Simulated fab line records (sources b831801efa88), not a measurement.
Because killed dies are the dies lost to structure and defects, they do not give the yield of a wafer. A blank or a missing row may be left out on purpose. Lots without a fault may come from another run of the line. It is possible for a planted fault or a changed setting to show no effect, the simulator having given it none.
What tool caused it? :: flow gf180mcu :: Sampling: 14 lots, 39 wafers, 3 of 602 route steps

== WHAT EACH GAUGE READ, for each wafer ==
GF_HV_LDD_RS_MEAS_53: measures by four-point-probe.
lot: L454
measured: day 12 10:34
on: film metro-01
HV_LDD_RS (ohm/sq): 419.7 419.0 419.6

lot: L455
measured: day 12 21:13
on: film metro-03
HV_LDD_RS (ohm/sq): 418.1 418.1 417.6

lot: L457
measured: day 13 15:52
on: film metro-04
HV_LDD_RS (ohm/sq): 416.9 416.5 416.5

lot: L458
measured: day 13 22:04
on: film metro-03
HV_LDD_RS (ohm/sq): 418.2 417.4 419.2

lot: L459
measured: day 14 10:08
on: film metro-04
HV_LDD_RS (ohm/sq): 416.8 417.5 416.0

lot: L460
measured: day 15 05:07
on: film metro-01
HV_LDD_RS (ohm/sq): 417.3 417.5 418.4

lot: L461
measured: day 15 05:43
on: film metro-01
HV_LDD_RS (ohm/sq): 417.1 417.3 418.0

lot: L462
measured: day 15 06:19
on: film metro-01
HV_LDD_RS (ohm/sq): 417.8 418.5 417.9

lot: L463
measured: day 15 23:48
on: film metro-04
HV_LDD_RS (ohm/sq): 416.8 416.6 416.6

lot: L465
measured: day 16 11:02
on: film metro-04
HV_LDD_RS (ohm/sq): 417.0 417.6 417.4

lot: L467
measured: day 16 21:35
on: film metro-04
HV_LDD_RS (ohm/sq): 417.0 417.7

lot: L468
measured: day 17 10:07
on: film metro-03
HV_LDD_RS (ohm/sq): 417.1 417.6

lot: L471
measured: day 18 07:16
on: film metro-01
HV_LDD_RS (ohm/sq): 418.4 419.3

lot: L477
measured: day 20 06:46
on: film metro-04
HV_LDD_RS (ohm/sq): 418.5 417.9 417.5

GF_SAB_THK_MEAS_01.
lot: L454
measured: day 14 06:32
on: film metro-02
SAB_CVD_00_THK (nm): 49.1 50.8 49.8

lot: L455
measured: day 14 18:39
on: film metro-02
SAB_CVD_00_THK (nm): 49.8 50.3 50.2

lot: L457
measured: day 15 14:49
on: film metro-02
SAB_CVD_00_THK (nm): 49.3 50.1 50.4

lot: L458
measured: day 15 20:56
on: film metro-02
SAB_CVD_00_THK (nm): 49.5 49.5 49.8

lot: L459
measured: day 16 10:04
on: film metro-04
SAB_CVD_00_THK (nm): 49.0 48.9 50.0

lot: L460
measured: day 17 05:56
on: film metro-04
SAB_CVD_00_THK (nm): 49.1 49.5 50.6

lot: L461
measured: day 17 07:22
on: film metro-04
SAB_CVD_00_THK (nm): 50.2 49.5 50.1

lot: L462
measured: day 17 08:24
on: film metro-02
SAB_CVD_00_THK (nm): 49.9 50.3 50.6

lot: L463
measured: day 17 23:52
on: film metro-04
SAB_CVD_00_THK (nm): 49.0 49.8 50.2

lot: L465
measured: day 18 12:34
on: film metro-01
SAB_CVD_00_THK (nm): 49.6 50.4 50.0

lot: L467
measured: day 19 01:00
on: film metro-02
SAB_CVD_00_THK (nm): 39.1 39.9

lot: L468
measured: day 19 13:50
on: film metro-02
SAB_CVD_00_THK (nm): 38.9 51.2

lot: L471
measured: day 20 12:09
on: film metro-02
SAB_CVD_00_THK (nm): 39.9 50.1

lot: L477
measured: day 22 09:50
on: film metro-01
SAB_CVD_00_THK (nm): 49.8 51.0 50.9

== WHICH TOOL RAN EACH LOT (tool, then ch and the chambers of the sampled wafers, then the start) ==
lot: L454
GF_SAB_CVD_00: pecvd-03 ch 1,2, day 14 06:30

lot: L455
GF_SAB_CVD_00: pecvd-02 ch 0,2, day 14 18:37

lot: L457
GF_SAB_CVD_00: pecvd-04 ch 0,1, day 15 14:47

lot: L458
GF_SAB_CVD_00: pecvd-02 ch 0,1,2, day 15 20:54

lot: L459
GF_SAB_CVD_00: pecvd-04 ch 0,1, day 16 10:03

lot: L460
GF_SAB_CVD_00: pecvd-02 ch 0,1,2, day 17 05:55

lot: L461
GF_SAB_CVD_00: pecvd-04 ch 0,2, day 17 07:21

lot: L462
GF_SAB_CVD_00: pecvd-04 ch 0,1, day 17 08:22

lot: L463
GF_SAB_CVD_00: pecvd-04 ch 1,2, day 17 23:50

lot: L465
GF_SAB_CVD_00: pecvd-02 ch 0,1,2, day 18 12:32

lot: L467
GF_SAB_CVD_00: pecvd-02 ch 0,1, day 19 00:59

lot: L468
GF_SAB_CVD_00: pecvd-02 ch 0,1, day 19 13:49

lot: L471
GF_SAB_CVD_00: pecvd-02 ch 0,2, day 20 12:08

lot: L477
GF_SAB_CVD_00: pecvd-04 ch 0,2, day 22 09:49
- GF_SAB_CVD_00: deposits SiO2 from TEOS, target thk 50 nm, time 4.9302 s.

== AS READ BY THE TOOLS THEMSELVES (means over the sampled wafers that have a number; for cases with no such wafer, the mark the record gives instead) ==
GF_SAB_CVD_00.
lot: L454
tool: pecvd-03
heater power outer w (W): 421
heater power w (W): 720

lot: L455
tool: pecvd-02
heater power outer w (W): 404
heater power w (W): 689

lot: L457
tool: pecvd-04
heater power outer w (W): 361
heater power w (W): 662

lot: L458
tool: pecvd-02
heater power outer w (W): 332
heater power w (W): 601

lot: L459
tool: pecvd-04
heater power outer w (W): 371
heater power w (W): 694

lot: L460
tool: pecvd-02
heater power outer w (W): 363
heater power w (W): 619

lot: L461
tool: pecvd-04
heater power outer w (W): 414
heater power w (W): 737

lot: L462
tool: pecvd-04
heater power outer w (W): 327
heater power w (W): 634

lot: L463
tool: pecvd-04
heater power outer w (W): 383
heater power w (W): 654

lot: L465
tool: pecvd-02
heater power outer w (W): 325
heater power w (W): 569

lot: L467
tool: pecvd-02
heater power outer w (W): 350
heater power w (W): 623

lot: L468
tool: pecvd-02
heater power outer w (W): 342
heater power w (W): 596

lot: L471
tool: pecvd-02
heater power outer w (W): 410
heater power w (W): 689

lot: L477
tool: pecvd-04
heater power outer w (W): 404
heater power w (W): 707

== THE ANSWER, worked out from the rows above alone ==
Rule: what is usual is taken from the lots themselves. The widest of any qualifying gaps counts: lots, ordered by their means at a reading, are off when they make up no more than a third of the lots, leave a main group of 4 or more, and stand apart from it by 3 or more times the standard deviation of that group's means. The tables above print the reading to a certain number of digits; a main group whose means all agree to those digits is not used. A lot without any number at a reading at which 4 lots or more have one is off too. All remaining lots with rows at the step are treated as sound. First the gauges in route order, then the tools' own readings, where a lot's mean is used as printed above. At the first step where some lot is off, the reading lying furthest off is the one used; lots without a number count as furthest.
Off: L467, L468, L471, at GF_SAB_THK_MEAS_01 (SAB_CVD_00_THK). For the main group the mean is 49.9 nm and the standard deviation 0.33.
A tool fits if, at a process step before that reading, it ran every lot that is off, and no sound lot after the first of them. Those tools and the gauges at GF_SAB_THK_MEAS_01 are tried in the same way. Can't be told from this: 2 tools fit, pecvd-02 at GF_SAB_CVD_00, film metro-02 at GF_SAB_THK_MEAS_01.

== WHAT THE SIMULATOR HAD INSERTED ==
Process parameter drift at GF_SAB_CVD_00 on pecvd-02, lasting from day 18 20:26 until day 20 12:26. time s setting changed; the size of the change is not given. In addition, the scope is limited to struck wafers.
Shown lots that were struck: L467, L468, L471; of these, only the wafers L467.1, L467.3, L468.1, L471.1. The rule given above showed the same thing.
